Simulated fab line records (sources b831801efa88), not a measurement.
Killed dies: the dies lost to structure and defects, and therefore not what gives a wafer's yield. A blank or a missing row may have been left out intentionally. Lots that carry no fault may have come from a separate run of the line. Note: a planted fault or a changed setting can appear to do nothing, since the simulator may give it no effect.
Which tool is to blame? -- flow sky130 -- 24 lots, 72 wafers sampled, at 2 steps of a route of 708

## WHAT THE GAUGES READ, wafer by wafer
SKY_POLY_GATE_THK_MEAS_01. Usual: POLY_GATE_CVD_00_THK gives 180.8 nm (standard deviation 2.3).
lot,measured,on,POLY_GATE_CVD_00_THK (nm),flag
L074,day 14 07:46,film_metro-01,180.5 182.0 181.1,
L075,day 14 22:14,film_metro-03,180.6 182.6 180.3,
L076,day 15 13:02,film_metro-04,184.1 183.4 184.4,
L077,day 15 20:16,film_metro-04,186.6 184.8 184.5,
L078,day 15 20:14,film_metro-01,181.6 182.1 181.4,
L079,day 16 12:30,film_metro-03,179.0 178.4 177.7,
L081,day 17 12:03,film_metro-04,185.2 183.8 185.9,
L080,day 17 05:26,film_metro-04,182.6 182.0 181.8,
L082,day 17 10:50,film_metro-04,183.2 182.0 184.0,
L083,day 17 13:14,film_metro-01,182.3 182.4 183.1,
L084,day 18 02:52,film_metro-03,181.9 180.4 181.3,
L086,day 18 07:31,film_metro-04,181.8 179.8 179.2,
L085,day 18 12:58,film_metro-04,182.6 182.7 180.9,
L087,day 18 12:58,film_metro-03,178.6 177.9 179.5,
L088,day 19 03:28,film_metro-03,177.3 179.2 176.9,
L089,day 19 10:04,film_metro-04,180.9 180.0 180.9,
L090,day 19 15:04,film_metro-03,180.0 180.8 179.0,
L091,day 20 09:01,film_metro-03,180.5 179.7 180.0,
L092,day 20 18:17,film_metro-01,182.1 181.0 180.9,
L093,day 21 01:17,film_metro-01,175.2 175.7 177.2,
L094,day 20 23:29,film_metro-03,180.2 179.1 180.1,
L095,day 21 15:27,film_metro-04,179.4 180.8 179.9,
L096,day 21 17:14,film_metro-04,179.0 179.0 179.0,
L097,day 22 02:57,film_metro-01,177.9 179.5 179.2,

## EACH LOT AND THE TOOL THAT RAN IT (in order: tool; ch and the chambers of the sampled wafers; start)
lot,SKY_FIELD_ISO_ETCH_14
L074,"rie_diel-04 ch 1,2,3, day 2 06:45"
L075,"rie_diel-02 ch 0,1,2, day 2 10:42"
L076,"rie_diel-02 ch 0,1,3, day 2 16:41"
L077,"rie_diel-04 ch 1,2,3, day 2 21:57"
L078,"rie_diel-01 ch 1,3, day 3 00:50"
L079,"rie_diel-01 ch 1,2,3, day 3 07:15"
L081,"rie_diel-01 ch 1,3, day 3 17:50"
L080,"rie_diel-04 ch 0,2,3, day 3 18:32"
L082,"rie_diel-01 ch 2,3, day 4 02:17"
L083,"rie_diel-04 ch 0,1,3, day 4 02:38"
L084,"rie_diel-02 ch 1,3, day 4 10:32"
L086,"rie_diel-01 ch 0,1,3, day 4 18:35"
L085,"rie_diel-02 ch 0,1,3, day 4 19:02"
L087,"rie_diel-01 ch 0,2, day 5 03:03"
L088,"rie_diel-01 ch 1,2,3, day 5 13:06"
L089,"rie_diel-04 ch 0,2, day 5 13:26"
L090,"rie_diel-01 ch 1,2, day 5 20:03"
L091,"rie_diel-01 ch 0,1,3, day 5 23:12"
L092,"rie_diel-04 ch 1,2, day 6 03:33"
L093,"rie_diel-01 ch 0,1,3, day 6 08:15"
L094,"rie_diel-02 ch 1,2,3, day 6 12:45"
L095,"rie_diel-01 ch 0,2, day 6 17:30"
L096,"rie_diel-02 ch 0,1,2, day 6 21:59"
L097,"rie_diel-01 ch 0,1,3, day 7 09:00"
- SKY_FIELD_ISO_ETCH_14: etches BARC in N2/H2, stops on SiO2, time 45.9 s, target depth 60 nm.

## AS READ BY THE TOOLS THEMSELVES (means over the sampled wafers that have a number; for cases with no such wafer, the mark the record gives instead)
SKY_FIELD_ISO_ETCH_14. Usual: bias_w 99.93 W, standard deviation 0.29; drypump_motor_current_A 5.8 A, standard deviation 0.44; oes_product_au 0.854 a.u., standard deviation 0.0048; throttle_valve_pct 13.224 %, standard deviation 0.0088.
lot,tool,bias_w (W),drypump_motor_current_A (A),oes_product_au (a.u.),throttle_valve_pct (%),flag
L074,rie_diel-04,100.09,5.9,0.855,13.225,
L075,rie_diel-02,100.01,5.6,0.854,13.208,
L076,rie_diel-02,99.78,5.9,0.857,13.227,
L077,rie_diel-04,99.95,5.9,0.854,13.228,
L078,rie_diel-01,100.02,5.9,0.852,13.219,
L079,rie_diel-01,99.65,5.8,0.853,13.224,
L081,rie_diel-01,99.96,6.1,0.856,13.225,
L080,rie_diel-04,99.89,6.0,0.854,13.227,
L082,rie_diel-01,100.30,5.5,0.858,13.211,
L083,rie_diel-04,99.84,6.1,0.855,13.228,
L084,rie_diel-02,99.81,6.3,0.857,13.226,
L086,rie_diel-01,99.94,5.8,0.852,13.229,
L085,rie_diel-02,99.68,5.9,0.857,13.222,
L087,rie_diel-01,99.92,5.3,0.859,13.223,
L088,rie_diel-01,100.00,5.7,0.856,13.227,
L089,rie_diel-04,100.17,6.1,0.853,13.219,
L090,rie_diel-01,100.15,5.6,0.852,13.228,
L091,rie_diel-01,99.62,5.8,0.853,13.222,
L092,rie_diel-04,100.04,5.8,0.852,13.225,
L093,rie_diel-01,100.03,5.8,0.853,13.217,
L094,rie_diel-02,99.95,6.0,0.853,13.221,
L095,rie_diel-01,99.83,5.3,0.854,13.220,
L096,rie_diel-02,99.66,5.6,0.855,13.218,
L097,rie_diel-01,99.81,5.8,0.849,13.225,

## THE ANSWER, worked out from the rows above alone
Rule: take the mean of a lot's wafers that have a number; if it is more than 3 standard deviations from the usual mean, the lot is off. Also off: a lot with no number at a reading for which 4 or more lots have one. Where the step has rows for the other lots, those lots are counted as sound. Order of review: gauges by route order, followed by the tools' own readings, for which a lot's mean as printed above is used. The first step at which some lot is off is used, and at that step the reading that is off furthest; a lot without a number counts as furthest.
Nothing can be told from this: no lot is off at any reading shown.

## WHAT THE SIMULATOR PUT IN
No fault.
